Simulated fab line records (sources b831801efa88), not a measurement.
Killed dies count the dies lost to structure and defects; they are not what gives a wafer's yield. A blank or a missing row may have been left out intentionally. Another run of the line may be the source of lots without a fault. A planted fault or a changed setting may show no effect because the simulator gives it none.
Which tool is to blame? + flow sky130 + at 1 step of a route of 708, 6 lots with 18 wafers sampled

== WHAT THE GAUGES READ, wafer by wafer ==
SKY_SD_N_RS_MEAS_16: measures by four-point-probe.
| lot  | measured     | on            | SD_N_RS (ohm/sq)  |
|------|--------------|---------------|-------------------|
| L870 | day 28 19:41 | film-metro-03 | 68.55 68.71 68.65 |
| L872 | day 29 15:20 | film-metro-01 | 68.68 68.44 68.65 |
| L879 | day 32 09:29 | film-metro-02 | 68.63 68.66 68.81 |
| L881 | day 33 02:15 | film-metro-03 | 68.55 68.51 68.56 |
| L887 | day 34 14:17 | film-metro-03 | 68.67 68.58 68.59 |
| L890 | day 35 12:26 | film-metro-02 | 68.82 68.94 68.65 |

== WHAT TOOL EACH LOT RAN ON (gives the tool, then ch and the chambers of the sampled wafers, and finally the start) ==
The record holds no process step before these readings.

== THE ANSWER, worked out from the rows above alone ==
Rule: usual is defined by the lots themselves. Put in order of their means at a reading, lots are off if they are a third of the lots or fewer, leave a main group of 4 or more, and stand apart from it by a gap of 3 or more times the standard deviation of the main group's means; of several such gaps the widest counts. If all means in a main group match to the digits the tables above print for the reading, that group is not used. Also off: a lot with no number at a reading for which 4 or more lots have one. All remaining lots with rows at the step are treated as sound.
Across all readings shown, no lot is off: no conclusion can be drawn from this.

== WHAT THE SIMULATOR PUT IN ==
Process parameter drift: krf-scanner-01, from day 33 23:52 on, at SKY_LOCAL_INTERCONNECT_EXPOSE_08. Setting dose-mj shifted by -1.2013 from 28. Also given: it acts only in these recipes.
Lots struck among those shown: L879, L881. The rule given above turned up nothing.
